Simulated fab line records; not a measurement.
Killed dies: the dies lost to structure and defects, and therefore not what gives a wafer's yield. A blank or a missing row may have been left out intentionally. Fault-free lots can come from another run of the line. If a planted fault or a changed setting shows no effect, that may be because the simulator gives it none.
fab line records	flow gf180mcu
[record] lots = 24	wafers = 72	last-day = 34
route steps=602 shown M4@462 V4@490 MIM@504 V5@556
lots that met no fault: taken from a fault-free run of the same line
start-h: start of the lot's first displayed wafer, in hours after the record's first day	wait-h: time in hours since the lot's previous step	" repeats the value in the row above	L1.1+2: a single row standing in for several wafers	- no value, or no start was given	* or withheld: withheld	< > ~ a bound
route shown NAME@n: names a module that has steps shown in the file, with the first one's number in the route	usual: the fault-free wafers' mean and standard deviation	same: alike in all rows	chamber/n: place in a boat	sites: the reading at each site	_std_site: how widely they spread, as a standard deviation	_edge_site: the outer-site mean with the inner-site mean subtracted	radius-mm: how far each site lies from the wafer's centre	mask NAME#n: copy n	behind: the most recent tool/chamber to have shaped the wafer	hold: why the lot went on hold/how many hours it stayed there/how the hold came to an end	device: which transistor (n, p or np) failed to switch	end of line: the same wafers' tests at the end of the route	a step without rows: its recipe alone	killed: dies that structure and defects cost at the first sort, which is not the same as the wafer's yield	map: a wafer's dies, marking killed ones x, the rest . and places with no die _
set.NAME: the setting as run; set.NAME@STEP: as run at that earlier step	model.NAME: the simulator's own value behind a step, which no gauge read
route steps across a sampled set of lots; one table per step, one row per wafer
services: from which hour (start-h, from the record's first day; less than 0 if before it) a tool's chamber was out of use, for how many hours, and why
[[steps]]
[step GF_M4_THK_MEAS_06]
[recipe] thk-meas-gauge = xrf	reads = AlCu_of_M4_SPUTTER_02
[usual] M4_ALCU_THK = 460/7
lot.wafer	tool	chamber	start-h	wait-h	M4_ALCU_THK[nm]
L074.1	film-metro-01	-	514.36	0.1	454
L074.4	"	-	"	"	456
L074.5	"	-	"	"	462
L075.2	film-metro-01	-	521.37	0.1	461
L075.3	"	-	"	"	470
L075.6	"	-	"	"	467
L076.1	film-metro-02	-	528.11	0.1	469
L076.3	"	-	"	"	475
L076.5	"	-	"	"	468
L077.2	film-metro-02	-	542.77	0.1	466
L077.4	"	-	"	"	469
L077.5	"	-	"	"	461
L078.2	film-metro-04	-	546.77	0.1	457
L078.3	"	-	"	"	456
L078.4	"	-	"	"	452
L079.3	film-metro-04	-	560.23	0.1	451
L079.4	"	-	"	"	450
L079.5	"	-	"	"	446
L080.1	film-metro-02	-	571.25	0.1	465
L080.5	"	-	"	"	460
L080.6	"	-	"	"	463
L081.1	film-metro-02	-	578.46	0.1	451
L081.2	"	-	"	"	449
L081.5	"	-	"	"	460
L082.2	film-metro-02	-	583.19	0.1	464
L082.3	"	-	"	"	462
L082.4	"	-	"	"	456
L083.1	film-metro-01	-	594.73	0.1	470
L083.2	"	-	"	"	465
L083.4	"	-	"	"	466
L084.1	film-metro-01	-	599.68	0.1	465
L084.2	"	-	"	"	469
L084.6	"	-	"	"	465
L085.4	film-metro-02	-	601.61	0.1	470
L085.5	"	-	"	"	462
L085.6	"	-	"	"	461
L086.1	film-metro-04	-	615.86	0.1	461
L086.3	"	-	"	"	466
L086.6	"	-	"	"	468
L087.1	film-metro-04	-	622.59	0.1	465
L087.4	"	-	"	"	451
L087.5	"	-	"	"	453
L088.2	film-metro-02	-	638.73	0.1	457
L088.3	"	-	"	"	450
L088.5	"	-	"	"	452
L089.2	film-metro-01	-	640.53	0.1	451
L089.3	"	-	"	"	457
L089.4	"	-	"	"	463
L090.1	film-metro-02	-	640.75	0.1	456
L090.2	"	-	"	"	455
L090.5	"	-	"	"	457
L091.1	film-metro-02	-	659.55	0.1	448
L091.5	"	-	"	"	460
L091.6	"	-	"	"	451
L092.1	film-metro-02	-	665.51	0.1	459
L092.2	"	-	"	"	456
L092.5	"	-	"	"	461
L093.1	film-metro-02	-	677.84	0.1	452
L093.4	"	-	"	"	449
L093.6	"	-	"	"	451
L094.1	film-metro-02	-	679.14	0.1	448
L094.2	"	-	"	"	461
L094.3	"	-	"	"	464
L095.1	film-metro-04	-	683.44	0.1	475
L095.3	"	-	"	"	474
L095.4	"	-	"	"	476
L096.1	film-metro-04	-	693.21	0.1	454
L096.2	"	-	"	"	452
L096.4	"	-	"	"	454
L097.2	film-metro-02	-	695.06	0.1	467
L097.5	"	-	"	"	461
L097.6	"	-	"	"	461
[step GF_V4_CD_MEAS_14]
[recipe] target-cd-nm = 260
[usual] cd-nm = 259.8/1.2
lot.wafer	tool	chamber	start-h	wait-h	cd-nm
L074.1	cd-sem-02	-	560.31	0.1	258.3
L074.4	"	-	"	"	256.2
L074.5	"	-	"	"	256.2
L075.2	cd-sem-01	-	568.29	0.1	259.5
L075.3	"	-	"	"	259.1
L075.6	"	-	"	"	259.4
L076.1	cd-sem-02	-	574.56	0.1	260.0
L076.3	"	-	"	"	260.7
L076.5	"	-	"	"	259.4
L077.2	cd-sem-01	-	587.34	0.1	260.9
L077.4	"	-	"	"	260.0
L077.5	"	-	"	"	259.0
L078.2	cd-sem-01	-	592.53	0.1	260.1
L078.3	"	-	"	"	260.7
L078.4	"	-	"	"	259.9
L079.3	cd-sem-01	-	604.40	0.1	258.3
L079.4	"	-	"	"	259.1
L079.5	"	-	"	"	257.3
L080.1	cd-sem-01	-	615.26	0.1	260.4
L080.5	"	-	"	"	259.2
L080.6	"	-	"	"	258.7
L081.1	cd-sem-01	-	622.32	0.1	257.5
L081.2	"	-	"	"	258.7
L081.5	"	-	"	"	259.5
L082.2	cd-sem-01	-	625.53	0.1	259.4
L082.3	"	-	"	"	258.3
L082.4	"	-	"	"	258.2
L083.1	cd-sem-01	-	637.12	0.1	260.9
L083.2	"	-	"	"	261.1
L083.4	"	-	"	"	260.6
L084.1	cd-sem-02	-	642.36	0.1	260.6
L084.2	"	-	"	"	260.6
L084.6	"	-	"	"	259.6
L085.4	cd-sem-02	-	643.63	0.1	260.4
L085.5	"	-	"	"	262.4
L085.6	"	-	"	"	261.6
L086.1	cd-sem-01	-	655.96	0.1	260.7
L086.3	"	-	"	"	260.2
L086.6	"	-	"	"	260.2
L087.1	cd-sem-01	-	663.01	0.1	259.4
L087.4	"	-	"	"	261.0
L087.5	"	-	"	"	259.9
L088.2	cd-sem-01	-	678.64	0.1	259.7
L088.3	"	-	"	"	261.0
L088.5	"	-	"	"	262.1
L089.2	cd-sem-02	-	680.43	0.1	261.3
L089.3	"	-	"	"	260.2
L089.4	"	-	"	"	260.3
L090.1	cd-sem-01	-	681.51	0.1	260.4
L090.2	"	-	"	"	259.5
L090.5	"	-	"	"	258.8
L091.1	cd-sem-01	-	698.66	0.1	260.3
L091.5	"	-	"	"	260.0
L091.6	"	-	"	"	260.6
L092.1	cd-sem-01	-	705.06	0.1	259.9
L092.2	"	-	"	"	259.4
L092.5	"	-	"	"	261.3
L093.1	cd-sem-01	-	715.96	0.1	258.9
L093.4	"	-	"	"	259.3
L093.6	"	-	"	"	258.8
L094.1	cd-sem-01	-	717.41	0.1	261.3
L094.2	"	-	"	"	261.2
L094.3	"	-	"	"	260.1
L095.1	cd-sem-01	-	720.93	0.2	258.8
L095.3	"	-	"	"	258.5
L095.4	"	-	"	"	260.1
L096.1	cd-sem-01	-	730.39	0.1	260.0
L096.2	"	-	"	"	259.1
L096.4	"	-	"	"	258.9
L097.2	cd-sem-01	-	732.53	0.1	260.1
L097.5	"	-	"	"	259.4
L097.6	"	-	"	"	260.0
[step GF_MIM_SPUTTER_01]
[recipe] material = TiN	target-thk-nm = 30	power-w = 6500	time-s = 25	chamber-pressure-pa = 0.4
[usual] cathode-dc-power-W = 6499.9/1	throttle-valve-pct = 30.1/1.3
lot.wafer	tool	chamber	start-h	wait-h	cathode-dc-power-W	throttle-valve-pct
L074.1	pvd-sputter-01	-	561.92	0.1	6499.4	28.2
L074.4	"	-	"	"	6501.8	30.4
L074.5	"	-	"	"	6498.7	30.4
L075.2	pvd-sputter-03	-	569.88	0.1	6499.1	30.7
L075.3	"	-	"	"	6499.4	31.9
L075.6	"	-	"	"	6499.5	31.8
L076.1	pvd-sputter-03	-	576.17	0.1	6500.9	30.2
L076.3	"	-	"	"	6500.2	27.9
L076.5	"	-	"	"	6500.0	28.0
L077.2	pvd-sputter-03	-	588.93	0.1	6500.3	27.8
L077.4	"	-	"	"	6499.5	32.1
L077.5	"	-	"	"	6497.3	28.0
L078.2	pvd-sputter-03	-	594.12	0.1	6501.0	31.9
L078.3	"	-	"	"	6499.8	27.4
L078.4	"	-	"	"	6500.0	28.1
L079.3	pvd-sputter-02	-	605.97	0.1	6499.3	30.6
L079.4	"	-	"	"	6499.7	29.7
L079.5	"	-	"	"	6499.7	30.5
L080.1	pvd-sputter-03	-	616.87	0.1	6501.1	27.5
L080.5	"	-	"	"	6499.3	31.9
L080.6	"	-	"	"	6498.7	27.3
L081.1	pvd-sputter-03	-	623.96	0.1	6500.6	31.9
L081.2	"	-	"	"	6498.7	27.4
L081.5	"	-	"	"	6500.7	27.8
L082.2	pvd-sputter-02	-	627.13	0.1	6499.7	30.6
L082.3	"	-	"	"	6499.8	31.0
L082.4	"	-	"	"	6500.4	30.2
L083.1	pvd-sputter-02	-	638.78	0.1	6500.7	30.8
L083.2	"	-	"	"	6499.1	30.9
L083.4	"	-	"	"	6498.8	29.9
L084.1	pvd-sputter-02	-	643.97	0.1	6501.5	30.8
L084.2	"	-	"	"	6499.4	30.9
L084.6	"	-	"	"	6499.5	31.1
L085.4	pvd-sputter-02	-	645.19	0.1	6498.3	30.6
L085.5	"	-	"	"	6499.6	30.9
L085.6	"	-	"	"	6499.9	30.7
L086.1	pvd-sputter-03	-	657.59	0.1	6500.2	27.7
L086.3	"	-	"	"	6498.7	32.1
L086.6	"	-	"	"	6499.8	27.8
L087.1	pvd-sputter-01	-	664.62	0.1	6499.3	30.1
L087.4	"	-	"	"	6499.5	28.5
L087.5	"	-	"	"	6499.2	30.5
L088.2	pvd-sputter-03	-	680.24	0.1	6501.4	30.6
L088.3	"	-	"	"	6497.2	27.5
L088.5	"	-	"	"	6500.8	27.6
L089.2	pvd-sputter-03	-	682.03	0.1	6501.3	27.6
L089.3	"	-	"	"	6499.1	31.7
L089.4	"	-	"	"	6499.6	27.6
L090.1	pvd-sputter-01	-	683.12	0.1	6499.0	31.3
L090.2	"	-	"	"	6500.1	28.4
L090.5	"	-	"	"	6501.5	30.2
L091.1	pvd-sputter-01	-	700.28	0.1	6500.4	30.2
L091.5	"	-	"	"	6499.5	30.4
L091.6	"	-	"	"	6497.9	31.2
L092.1	pvd-sputter-02	-	706.70	0.1	6500.5	30.3
L092.2	"	-	"	"	6500.2	30.8
L092.5	"	-	"	"	6498.5	30.7
L093.1	pvd-sputter-02	-	717.57	0.1	6501.5	30.2
L093.4	"	-	"	"	6499.4	30.9
L093.6	"	-	"	"	6498.3	29.7
L094.1	pvd-sputter-02	-	719.02	0.1	6501.2	30.7
L094.2	"	-	"	"	6500.6	30.9
L094.3	"	-	"	"	6500.6	30.3
L095.1	pvd-sputter-01	-	722.70	0.1	6501.1	31.0
L095.3	"	-	"	"	6500.2	30.3
L095.4	"	-	"	"	6498.4	30.4
L096.1	pvd-sputter-01	-	732.04	0.1	6500.3	31.1
L096.2	"	-	"	"	6500.1	30.5
L096.4	"	-	"	"	6500.0	28.5
L097.2	pvd-sputter-02	-	734.16	0.1	6498.8	31.2
L097.5	"	-	"	"	6500.2	31.1
L097.6	"	-	"	"	6500.5	30.7
[step GF_MIM_SPUTTER_02]
[recipe] material = AlCu	target-thk-nm = 450	power-w = 10600	time-s = 23.9	chamber-pressure-pa = 0.4
[usual] cathode-dc-power-W = 10600/2	throttle-valve-pct = 30.1/1.3
lot.wafer	tool	chamber	start-h	wait-h	cathode-dc-power-W	throttle-valve-pct
L074.1	pvd-sputter-01	-	561.95	0.0	10601	28.0
L074.4	"	-	"	"	10601	30.3
L074.5	"	-	"	"	10600	30.7
L075.2	pvd-sputter-03	-	569.91	0.0	10600	30.3
L075.3	"	-	"	"	10597	32.0
L075.6	"	-	"	"	10603	32.0
L076.1	pvd-sputter-03	-	576.20	0.0	10600	30.5
L076.3	"	-	"	"	10604	27.9
L076.5	"	-	"	"	10600	27.6
L077.2	pvd-sputter-03	-	588.96	0.0	10598	28.1
L077.4	"	-	"	"	10598	32.2
L077.5	"	-	"	"	10595	27.6
L078.2	pvd-sputter-03	-	594.15	0.0	10601	31.8
L078.3	"	-	"	"	10598	27.3
L078.4	"	-	"	"	10604	27.7
L079.3	pvd-sputter-02	-	606.00	0.0	10598	30.8
L079.4	"	-	"	"	10599	29.8
L079.5	"	-	"	"	10601	30.4
L080.1	pvd-sputter-03	-	616.90	0.0	10603	27.5
L080.5	"	-	"	"	10601	32.0
L080.6	"	-	"	"	10601	27.5
L081.1	pvd-sputter-03	-	623.99	0.0	10602	31.8
L081.2	"	-	"	"	10600	27.8
L081.5	"	-	"	"	10600	28.0
L082.2	pvd-sputter-02	-	627.16	0.0	10600	30.6
L082.3	"	-	"	"	10600	31.0
L082.4	"	-	"	"	10598	30.0
L083.1	pvd-sputter-02	-	638.81	0.0	10598	30.7
L083.2	"	-	"	"	10597	30.7
L083.4	"	-	"	"	10599	29.6
L084.1	pvd-sputter-02	-	644.00	0.0	10601	30.9
L084.2	"	-	"	"	10600	30.9
L084.6	"	-	"	"	10600	30.9
L085.4	pvd-sputter-02	-	645.22	0.0	10603	30.7
L085.5	"	-	"	"	10600	30.9
L085.6	"	-	"	"	10599	30.9
L086.1	pvd-sputter-03	-	657.63	0.0	10594	28.0
L086.3	"	-	"	"	10601	31.8
L086.6	"	-	"	"	10599	27.9
L087.1	pvd-sputter-01	-	664.65	0.0	10602	30.4
L087.4	"	-	"	"	10602	28.4
L087.5	"	-	"	"	10601	30.3
L088.2	pvd-sputter-03	-	680.27	0.0	10602	30.2
L088.3	"	-	"	"	10602	27.7
L088.5	"	-	"	"	10599	27.5
L089.2	pvd-sputter-03	-	682.07	0.0	10600	27.8
L089.3	"	-	"	"	10600	31.9
L089.4	"	-	"	"	10601	27.6
L090.1	pvd-sputter-01	-	683.15	0.0	10600	31.3
L090.2	"	-	"	"	10602	28.3
L090.5	"	-	"	"	10599	30.4
L091.1	pvd-sputter-01	-	700.31	0.0	10601	30.3
L091.5	"	-	"	"	10602	30.3
L091.6	"	-	"	"	10603	31.4
L092.1	pvd-sputter-02	-	706.73	0.0	10600	29.9
L092.2	"	-	"	"	10604	30.7
L092.5	"	-	"	"	10601	30.5
L093.1	pvd-sputter-02	-	717.60	0.0	10599	30.1
L093.4	"	-	"	"	10601	30.8
L093.6	"	-	"	"	10598	29.7
L094.1	pvd-sputter-02	-	719.05	0.0	10598	30.9
L094.2	"	-	"	"	10597	30.7
L094.3	"	-	"	"	10600	30.8
L095.1	pvd-sputter-01	-	722.73	0.0	10603	31.3
L095.3	"	-	"	"	10600	30.5
L095.4	"	-	"	"	10602	30.3
L096.1	pvd-sputter-01	-	732.07	0.0	10601	31.2
L096.2	"	-	"	"	10601	30.4
L096.4	"	-	"	"	10602	28.1
L097.2	pvd-sputter-02	-	734.19	0.0	10599	30.7
L097.5	"	-	"	"	10600	30.9
L097.6	"	-	"	"	10598	31.0
[step GF_V5_ETCH_16]
[recipe] chemistry = N2/H2	target-depth-a = withheld	overetch-a = withheld	time-s = withheld	target = BARC	ion-energy-ev = 200	source-w = 500	bias-w = 100	pressure-mtorr = 30	n2-flow-sccm = 100	h2-flow-sccm = 200
[usual] drypump-motor-current-A = 5.9/0.51	oes-product-au = 0.855/0.0051	throttle-valve-pct = 13.226/0.0095
lot.wafer	tool	chamber	start-h	wait-h	drypump-motor-current-A	oes-product-au	throttle-valve-pct
L074.1	rie-diel-01	1	628.12	0.0	5.8	0.856	13.221
L074.4	"	1	"	"	5.8	0.858	13.218
L074.5	"	1	"	"	5.8	0.858	13.242
L075.2	rie-diel-03	3	635.12	0.0	6.1	0.852	13.241
L075.3	"	0	"	"	6.3	0.857	13.226
L075.6	"	2	"	"	6.6	0.855	13.220
L076.1	rie-diel-02	0	641.28	0.0	6.3	0.848	13.227
L076.3	"	1	"	"	5.7	0.854	13.248
L076.5	"	3	"	"	4.8	0.851	13.233
L077.2	rie-diel-03	0	651.62	0.0	6.3	0.858	13.220
L077.4	"	1	"	"	5.8	0.854	13.218
L077.5	"	0	"	"	6.3	0.857	13.239
L078.2	rie-diel-01	3	656.62	0.0	6.3	0.853	13.232
L078.3	"	0	"	"	5.7	0.852	13.241
L078.4	"	2	"	"	5.8	0.848	13.225
L079.3	rie-diel-01	2	668.02	0.0	5.8	0.859	13.229
L079.4	"	3	"	"	6.4	0.866	13.239
L079.5	"	2	"	"	5.8	0.864	13.234
L080.1	rie-diel-03	1	677.77	0.0	5.8	0.852	13.226
L080.5	"	0	"	"	6.3	0.865	13.238
L080.6	"	1	"	"	5.8	0.852	13.225
L081.1	rie-diel-01	3	685.52	0.0	6.3	0.852	13.228
L081.2	"	0	"	"	5.7	0.854	13.230
L081.5	"	2	"	"	5.9	0.856	13.210
L082.2	rie-diel-03	1	687.42	0.0	5.8	0.850	13.234
L082.3	"	3	"	"	6.1	0.856	13.231
L082.4	"	2	"	"	6.6	0.857	13.210
L083.1	rie-diel-02	0	698.12	0.0	6.3	0.850	13.231
L083.2	"	2	"	"	5.1	0.863	13.218
L083.4	"	3	"	"	4.9	0.860	13.232
L084.1	rie-diel-02	2	702.87	0.0	5.1	0.854	13.214
L084.2	"	0	"	"	6.4	0.845	13.234
L084.6	"	2	"	"	5.1	0.854	13.227
L085.4	rie-diel-02	3	703.97	0.0	4.9	0.850	13.206
L085.5	"	0	"	"	6.3	0.856	13.217
L085.6	"	3	"	"	4.8	0.854	13.225
L086.1	rie-diel-01	1	715.43	0.0	5.8	0.847	13.230
L086.3	"	2	"	"	5.9	0.857	13.234
L086.6	"	1	"	"	5.8	0.848	13.223
L087.1	rie-diel-02	1	722.62	0.0	5.7	0.859	13.220
L087.4	"	2	"	"	5.1	0.851	13.218
L087.5	"	3	"	"	4.8	0.859	13.216
L088.2	rie-diel-03	1	736.52	0.0	5.8	0.865	13.237
L088.3	"	2	"	"	6.6	0.862	13.231
L088.5	"	0	"	"	6.4	0.862	13.215
L089.2	rie-diel-01	2	738.17	0.0	5.8	0.859	13.234
L089.3	"	3	"	"	6.3	0.862	13.225
L089.4	"	0	"	"	5.7	0.864	13.221
L090.1	rie-diel-02	3	738.52	0.0	4.9	0.855	13.214
L090.2	"	0	"	"	6.3	0.858	13.221
L090.5	"	1	"	"	5.7	0.864	13.230
L091.1	rie-diel-02	3	754.57	0.0	4.9	0.857	13.224
L091.5	"	1	"	"	5.7	0.849	13.229
L091.6	"	0	"	"	6.4	0.855	13.228
L092.1	rie-diel-01	0	760.62	0.0	5.7	0.864	13.242
L092.2	"	2	"	"	5.9	0.859	13.238
L092.5	"	3	"	"	6.4	0.853	13.241
L093.1	rie-diel-03	0	769.34	0.0	6.3	0.853	13.218
L093.4	"	3	"	"	6.1	0.854	13.226
L093.6	"	0	"	"	6.3	0.853	13.236
L094.1	rie-diel-03	1	771.27	0.0	5.8	0.857	13.227
L094.2	"	3	"	"	6.1	0.855	13.216
L094.3	"	2	"	"	6.6	0.852	13.244
L095.1	rie-diel-02	0	774.12	0.0	6.3	0.858	13.219
L095.3	"	3	"	"	4.9	0.863	13.217
L095.4	"	2	"	"	5.1	0.862	13.239
L096.1	rie-diel-01	1	783.42	0.0	5.8	0.857	13.222
L096.2	"	2	"	"	5.9	0.851	13.224
L096.4	"	3	"	"	6.3	0.859	13.233
L097.2	rie-diel-01	2	784.72	0.0	5.8	0.858	13.240
L097.5	"	2	"	"	5.9	0.854	13.236
L097.6	"	1	"	"	5.9	0.851	13.233
[step GF_V5_SPUTTER_22]
[recipe] material = TiN	target-thk-nm = 10	chamber-pressure-pa = 5	power-w = 4000	time-s = 40
[usual] cathode-dc-power-W = 4000.1/0.7	throttle-valve-pct = 30.1/0.73
lot.wafer	tool	chamber	start-h	wait-h	cathode-dc-power-W	throttle-valve-pct
L074.1	pvd-sputter-01	-	628.95	0.0	3999.8	28.2
L074.4	"	-	"	"	3999.6	30.2
L074.5	"	-	"	"	3999.5	28.4
L075.2	pvd-sputter-02	-	635.87	0.0	4000.1	30.6
L075.3	"	-	"	"	4000.4	30.6
L075.6	"	-	"	"	4001.3	31.0
L076.1	pvd-sputter-04	-	642.03	0.0	4000.8	29.4
L076.3	"	-	"	"	3999.7	30.9
L076.5	"	-	"	"	3999.7	29.9
L077.2	pvd-sputter-04	-	652.37	0.0	4000.6	29.5
L077.4	"	-	"	"	4000.2	30.0
L077.5	"	-	"	"	4000.1	29.1
L078.2	pvd-sputter-02	-	657.44	0.0	3999.3	29.8
L078.3	"	-	"	"	3998.7	31.2
L078.4	"	-	"	"	3998.7	30.6
L079.3	pvd-sputter-02	-	668.77	0.0	4000.3	30.8
L079.4	"	-	"	"	3999.9	29.9
L079.5	"	-	"	"	4001.1	30.7
L080.1	pvd-sputter-02	-	678.51	0.0	4001.5	30.6
L080.5	"	-	"	"	3999.5	30.8
L080.6	"	-	"	"	4000.3	30.7
L081.1	pvd-sputter-04	-	686.30	0.0	4000.0	30.7
L081.2	"	-	"	"	3999.0	29.5
L081.5	"	-	"	"	4000.1	29.3
L082.2	pvd-sputter-02	-	688.17	0.0	3999.2	31.1
L082.3	"	-	"	"	4000.8	30.9
L082.4	"	-	"	"	3999.9	29.9
L083.1	pvd-sputter-04	-	698.90	0.0	3998.4	29.7
L083.2	"	-	"	"	4000.1	29.7
L083.4	"	-	"	"	4000.5	30.6
L084.1	pvd-sputter-01	-	703.62	0.0	4000.0	28.2
L084.2	"	-	"	"	4000.3	30.1
L084.6	"	-	"	"	3998.8	28.4
L085.4	pvd-sputter-04	-	704.73	0.0	4000.4	29.9
L085.5	"	-	"	"	4000.4	30.6
L085.6	"	-	"	"	3999.4	30.1
L086.1	pvd-sputter-04	-	716.21	0.0	4000.6	29.8
L086.3	"	-	"	"	4000.5	30.5
L086.6	"	-	"	"	4000.3	29.8
L087.1	pvd-sputter-01	-	723.37	0.0	4000.6	31.1
L087.4	"	-	"	"	4000.0	30.4
L087.5	"	-	"	"	3999.8	30.3
L088.2	pvd-sputter-01	-	737.51	0.0	4000.6	30.1
L088.3	"	-	"	"	4000.6	30.1
L088.5	"	-	"	"	4000.5	28.4
L089.2	pvd-sputter-04	-	739.33	0.0	3999.5	29.6
L089.3	"	-	"	"	4000.6	29.3
L089.4	"	-	"	"	4000.2	30.4
L090.1	pvd-sputter-04	-	739.43	0.0	4000.3	30.4
L090.2	"	-	"	"	4001.2	30.1
L090.5	"	-	"	"	4001.8	30.2
L091.1	pvd-sputter-01	-	755.32	0.0	3998.5	31.0
L091.5	"	-	"	"	3999.8	30.3
L091.6	"	-	"	"	4000.2	30.4
L092.1	pvd-sputter-01	-	761.43	0.0	3999.3	31.3
L092.2	"	-	"	"	4000.3	30.5
L092.5	"	-	"	"	4000.4	31.4
L093.1	pvd-sputter-04	-	770.14	0.0	3999.5	30.2
L093.4	"	-	"	"	4000.1	29.8
L093.6	"	-	"	"	3999.6	30.4
L094.1	pvd-sputter-04	-	772.06	0.0	4000.5	30.2
L094.2	"	-	"	"	3999.2	29.8
L094.3	"	-	"	"	4000.8	29.5
L095.1	pvd-sputter-01	-	774.90	0.0	4000.3	30.9
L095.3	"	-	"	"	4000.7	30.1
L095.4	"	-	"	"	3999.9	30.3
L096.1	pvd-sputter-04	-	784.51	0.0	4000.4	29.4
L096.2	"	-	"	"	3999.3	29.8
L096.4	"	-	"	"	4001.3	30.3
L097.2	pvd-sputter-01	-	785.56	0.0	4001.2	30.2
L097.5	"	-	"	"	4000.8	31.2
L097.6	"	-	"	"	3998.5	30.4
[[services]]
tool	chamber	start-h	hours	kind
rie-diel-01	3	540.39	8.1	repair
rie-diel-01	3	568.11	26.9	repair
rie-diel-01	2	573.75	8.6	repair
rie-diel-01	0	580.02	8.1	repair
rie-diel-01	1	584.99	6.0	repair
pvd-sputter-04	-	596.07	2.4	repair
pvd-sputter-01	-	603.84	2.5	repair
rie-diel-01	0	619.88	18.3	repair
rie-diel-01	2	624.17	7.5	repair
pvd-sputter-01	-	629.59	5.7	repair
pvd-sputter-03	-	633.66	1.8	repair
pvd-sputter-01	-	644.40	3.5	repair
rie-diel-01	-	647.01	0.7	repair
rie-diel-01	0	660.20	9.8	repair
pvd-sputter-02	-	664.62	0.8	repair
pvd-sputter-03	-	665.61	1.4	repair
pvd-sputter-01	-	668.77	8.6	repair
pvd-sputter-04	-	677.23	2.5	repair
pvd-sputter-04	-	680.46	2.8	repair
rie-diel-01	-	700.32	2.8	pm
rie-diel-02	-	711.24	1.1	repair
rie-diel-02	-	715.49	0.3	repair
rie-diel-01	0	752.85	6.4	repair
pvd-sputter-04	-	766.12	3.1	repair
[[key]]
fault none
